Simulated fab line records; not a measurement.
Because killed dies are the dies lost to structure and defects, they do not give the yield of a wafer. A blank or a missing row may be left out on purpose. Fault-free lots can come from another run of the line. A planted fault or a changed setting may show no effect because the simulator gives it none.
The tool behind it: which one? + flow gf180mcu + 11 lots (33 wafers sampled), 1 step of a 602-step route

## WHAT THE GAUGES READ, wafer by wafer
GF_M3_CD_MEAS_14 targets a cd of 280 nm.
| lot  | measured     | on        | cd nm (nm)        |
|------|--------------|-----------|-------------------|
| L729 | day 22 04:05 | cd sem-01 | 279.0 279.7 280.1 |
| L730 | day 22 22:14 | cd sem-02 | 280.3 280.7 280.0 |
| L731 | day 23 02:59 | cd sem-01 | 279.6 279.9 280.3 |
| L732 | day 23 14:38 | cd sem-02 | 277.9 278.8 279.7 |
| L734 | day 24 10:16 | cd sem-01 | 280.8 280.2 280.8 |
| L735 | day 24 18:55 | cd sem-01 | 280.1 280.4 280.7 |
| L736 | day 25 03:55 | cd sem-01 | 278.2 277.1 278.2 |
| L738 | day 25 17:02 | cd sem-02 | 278.0 278.1 278.4 |
| L743 | day 27 02:24 | cd sem-02 | 281.9 279.9 281.5 |
| L747 | day 28 06:55 | cd sem-02 | 280.2 280.6 282.0 |
| L748 | day 28 12:32 | cd sem-02 | 280.4 280.7 281.2 |

## WHAT TOOL EACH LOT RAN ON (gives the tool, then ch and the chambers of the sampled wafers, and finally the start)
Before these readings, the record contains no process step.

## WHAT THE TOOLS THEMSELVES READ (means of the sampled wafers that have a number; where no wafer has one, the mark that the record gives instead)
The record holds no such reading with a usual standard deviation.

## THE ANSWER, worked out from the rows above alone
Rule: what is usual is taken from the lots themselves. Put in order of their means at a reading, lots are off if they are a third of the lots or fewer, leave a main group of 4 or more, and stand apart from it by a gap of 3 or more times the standard deviation of the main group's means; of several such gaps the widest counts. A main group is skipped when, at the precision printed for the reading in the tables above, its means are all equal. A lot without any number at a reading at which 4 lots or more have one is off too. The other lots that the step has rows for count as sound. First the gauges in route order, then the tools' own readings, where a lot's mean is used as printed above. At the first step where some lot is off, the reading lying furthest off is the one used; lots without a number count as furthest.
No lot is off at any reading shown: from this, nothing can be told.

## WHAT THE SIMULATOR HAD INSERTED
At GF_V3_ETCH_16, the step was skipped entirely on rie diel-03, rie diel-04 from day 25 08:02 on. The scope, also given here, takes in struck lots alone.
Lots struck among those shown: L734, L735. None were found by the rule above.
